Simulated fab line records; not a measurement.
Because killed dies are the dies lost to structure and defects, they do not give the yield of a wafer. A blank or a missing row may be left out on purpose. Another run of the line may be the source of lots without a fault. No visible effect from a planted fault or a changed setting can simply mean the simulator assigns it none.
Comparing a struck lot with a sound one ; flow sfqLine ; 21 out of 325 route steps
Sound: the wafers L893.1, L893.3, L893.4. Struck: wafer L901.4 (L901.2, L901.5, from the same lot, were not struck and are left out); the cause is given at the end.
Per side, at each step with rows, come the tool, then ch with its chambers, and then its first start. Under that, the readings that differ: sound wafers ; struck wafers ; difference of the means ; sigmas: that difference in standard deviations of wafers without a fault.
alike: readings whose means differ by less than 2 such deviations, and words and numbers that are the same on both sides. not compared: withheld readings, readings that some wafer has no value for, bounds like >300 that may hide the same value, and numbers for which the record gives no deviation and whose values overlap.
A row with sigmas, a row that says differs or no value, or rows on one side alone: a step with any of these is where the two part. Non-overlapping numbers with no deviation appear without sigmas and do not part them. A reading missing from all wafers of one side parts the sides only when that side holds two or more wafers.

first, 3 steps without rows for these wafers: SFQ_TRILAYER_M3_LITHO_EXPOSE_076 (exposes mask M3, target cd 500 nm); SFQ_TRILAYER_M3_LITHO_PEB_078 (peb time 60 s); SFQ_TRILAYER_M3_LITHO_DEVELOP_077 (time 60 s).
SFQ_M3_OVL_MEAS_921:
  sound on overlay-01, day 37 17:05; struck on overlay-02, day 40 14:52
  alike: M3_OVL
SFQ_TRILAYER_M3_BARC_OPEN_METAL_ETCH_100: etches BARC in O2, target depth 125 nm, time 41.7 s.
  sound on rieMetal-02 ch 0,1, day 37 17:07; struck on rieMetal-01 ch 1, day 40 14:55
  alike: drypumpMotorCurrentA, oesProductAu
  not compared: rfHoursCounterH
SFQ_TRILAYER_M3_ETCH_METAL_ETCH_078: etches Nb in Cl2/Ar, stops on SiO2, target depth 240 nm, time 120 s.
  sound on rieMetal-02 ch 0,1, day 37 17:11; struck on rieMetal-01 ch 1, day 40 15:04
  alike: drypumpMotorCurrentA, oesProductAu
  not compared: rfHoursCounterH
SFQ_TRILAYER_M3_STRIP_STRIP_079: strips in O2.
  sound on rieMetal-02 ch 0,1, day 37 17:19; struck on rieMetal-01 ch 1, day 40 15:28
  alike: drypumpMotorCurrentA, oesProductAu, platenTempC
  not compared: rfHoursCounterH
then, 1 step without rows for these wafers: SFQ_TRILAYER_M3_STRIP_SOLV_CLEAN_080 (cleans in NMP, time 600 s).
SFQ_TRILAYER_I3_DEP_PECVD_081: deposits SiO2 from SiH4/N2O, time 111.11 s, target thk 500 nm.
  sound on pecvd-01 ch 0,2, day 37 18:05; struck on pecvd-03 ch 1, day 40 16:40
  alike: heaterPowerW, throttleValvePct
SFQ_TRILAYER_I3_CMP_CMP_082: polishes SiO2.
  sound on cmp-02 ch 1,2,3, day 37 18:10; struck on cmp-02 ch 2, day 40 17:14
  alike: motorCurrentA, slurryFlowMlMin, timeToEndpointS
SFQ_I3_BOW_MEAS_922:
  sound on filmMetro-03, day 37 21:10; struck on filmMetro-03, day 40 19:46
  alike: I3_BOW
following that, these wafers have no rows for 1 step: SFQ_TRILAYER_I3_METRO_MEASURE_083.
SFQ_TRILAYER_I3_VIA_LITHO_COAT_090: resist thk 62 nm.
  sound on lithoTrack-03 ch 0, day 37 22:29; struck on lithoTrack-02 ch 0, day 40 21:07
reading;sound;struck;difference;sigmas
model.BARC_of_TRILAYER_I3_VIA_LITHO_COAT_090.thkNm (nm);62.01 62.06 62.08;68.96;+6.91;
then, 5 steps without rows for these wafers: SFQ_TRILAYER_I3_VIA_LITHO_COAT_085 (resist thk 650 nm); SFQ_TRILAYER_I3_VIA_LITHO_SOFTBAKE_089; SFQ_TRILAYER_I3_VIA_LITHO_EXPOSE_086 (exposes mask I3, target cd 500 nm); SFQ_TRILAYER_I3_VIA_LITHO_PEB_088 (peb time 60 s); SFQ_TRILAYER_I3_VIA_LITHO_DEVELOP_087 (time 60 s).
-- the record jumps here: 7 days lie between the struck wafers' starts before and after --
SFQ_I3_OVL_MEAS_923:
  sound on overlay-01, day 44 09:52; struck on overlay-02, day 47 09:41
  alike: I3_OVL
SFQ_TRILAYER_I3_VIA_BARC_OPEN_VIA_ETCH_121: etches BARC in O2, target depth 125 nm, time 41.7 s.
  sound on rieDiel-02 ch 0,2,3, day 44 09:55; struck on rieDiel-04 ch 0, day 47 09:43
reading;sound;struck;difference;sigmas
oesProductAu (a.u.);0.679 0.689 0.683;0.723;+0.039;+9
model.etch.depthNm (nm);62.01 62.06 62.08;68.96;+6.91;
  alike: drypumpMotorCurrentA
  not compared: rfHoursCounterH
then, 1 step without rows for these wafers: SFQ_TRILAYER_I3_VIA_ETCH_VIA_ETCH_088 (etches SiO2 in CHF3, stops on Nb, target depth 260 nm).

== WHERE THEY PART ==
At SFQ_TRILAYER_I3_VIA_BARC_OPEN_VIA_ETCH_121 and nowhere else, as far as this record goes.

WHY: whatever the simulator had introduced
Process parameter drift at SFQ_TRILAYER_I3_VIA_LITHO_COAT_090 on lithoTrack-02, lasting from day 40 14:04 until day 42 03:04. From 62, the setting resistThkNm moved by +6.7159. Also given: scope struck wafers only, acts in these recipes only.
